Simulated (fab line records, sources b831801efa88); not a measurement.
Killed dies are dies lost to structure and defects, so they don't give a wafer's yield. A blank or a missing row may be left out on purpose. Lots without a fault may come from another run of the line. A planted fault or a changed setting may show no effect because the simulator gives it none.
A struck lot beside a sound one | flow sfq_line | 14 steps out of a route of 325
Sound: wafers L351.2, L351.3, L351.5. Struck: wafers L362.2, L362.5, L362.6. The cause comes at the end.
At each step with rows: each side's tool, then ch and its chambers, then its first start. Under that, the readings that differ: sound wafers | struck wafers | difference of the means | sigmas: that difference in standard deviations of wafers without a fault.
alike: readings whose means differ by less than 2 such deviations, and words and numbers that are the same on both sides. not compared: withheld readings, readings that some wafer has no value for, bounds like >300 that may hide the same value, and numbers for which the record gives no deviation and whose values overlap.
The two part at a step that has a row with sigmas, a row that says differs or no value, or rows on one side only. Numbers that don't overlap but have no deviation are shown without sigmas and don't part them. A reading that every wafer of one side lacks parts them only if that side has two wafers or more.

first, 3 steps without rows for these wafers: SFQ_TRILAYER_I5_LITHO_EXPOSE_145 (exposes mask I5, target cd 700 nm); SFQ_TRILAYER_I5_LITHO_PEB_147 (peb time 60 s); SFQ_TRILAYER_I5_LITHO_DEVELOP_146 (time 60 s).
SFQ_I5_OVL_MEAS_936:
  sound on overlay-02, day 62 13:56; struck on overlay-01, day 66 14:07
  reading     | sound  | struck  | difference | sigmas
  I5_OVL (nm) | 8 13 8 | -6 -3 1 | -12        | -2
SFQ_TRILAYER_I5_BARC_OPEN_VIA_ETCH_200: etches BARC in O2, target depth 125 nm, time 41.7 s.
  sound on rie_diel-04 ch 0,3, day 62 13:58; struck on rie_diel-02 ch 0,1,3, day 66 14:09
  alike: chamber_pressure_mTorr, drypump_motor_current_A, oes_product_au, rf_fwd_power_W
  not compared: rf_hours_counter_h
SFQ_TRILAYER_I5_ETCH_VIA_ETCH_147: etches the open film in CHF3, stops on Nb, target depth 360 nm.
  sound on rie_diel-04 ch 0,3, day 62 14:00; struck on rie_diel-02 ch 0,1,3, day 66 14:11
  alike: chamber_pressure_mTorr, drypump_motor_current_A, oes_product_au, rf_fwd_power_W
SFQ_TRILAYER_I5_STRIP_STRIP_148: strips in O2.
  sound on rie_metal-03 ch 0,1, day 62 14:09; struck on rie_metal-03 ch 0,1, day 66 14:20
  alike: chamber_pressure_mTorr, drypump_motor_current_A, oes_product_au
  not compared: rf_hours_counter_h
then, 5 steps without rows for these wafers: SFQ_TRILAYER_I5_STRIP_SOLV_CLEAN_149 (cleans in NMP, time 600 s); SFQ_TRILAYER_C5_LITHO_COAT_156 (resist thk 62 nm); SFQ_TRILAYER_C5_LITHO_COAT_151 (resist thk 650 nm); SFQ_TRILAYER_C5_LITHO_SOFTBAKE_155; SFQ_TRILAYER_C5_LITHO_EXPOSE_152 (exposes mask C5, target cd 500 nm).
-- the record jumps here: 5 days lie between the struck wafers' starts before and after --
SFQ_TRILAYER_C5_LITHO_PEB_154: peb time 60 s.
  sound on litho_track-04 ch 0, day 67 13:55; struck on litho_track-03, day 71 12:14
  no value came back on the struck wafers for chill_plate_temp_C (C), exhaust_pa (Pa), heater_power_total_W (W), resist_line_temp_C (C); on the sound wafers chill_plate_temp_C (C) reads 23.10 22.98 23.00
then, 1 step without rows for these wafers: SFQ_TRILAYER_C5_LITHO_DEVELOP_153 (time 60 s).

WHERE THEY PART
First at SFQ_I5_OVL_MEAS_936; last, within this record, at SFQ_TRILAYER_C5_LITHO_PEB_154.

WHY: what the simulator had put in
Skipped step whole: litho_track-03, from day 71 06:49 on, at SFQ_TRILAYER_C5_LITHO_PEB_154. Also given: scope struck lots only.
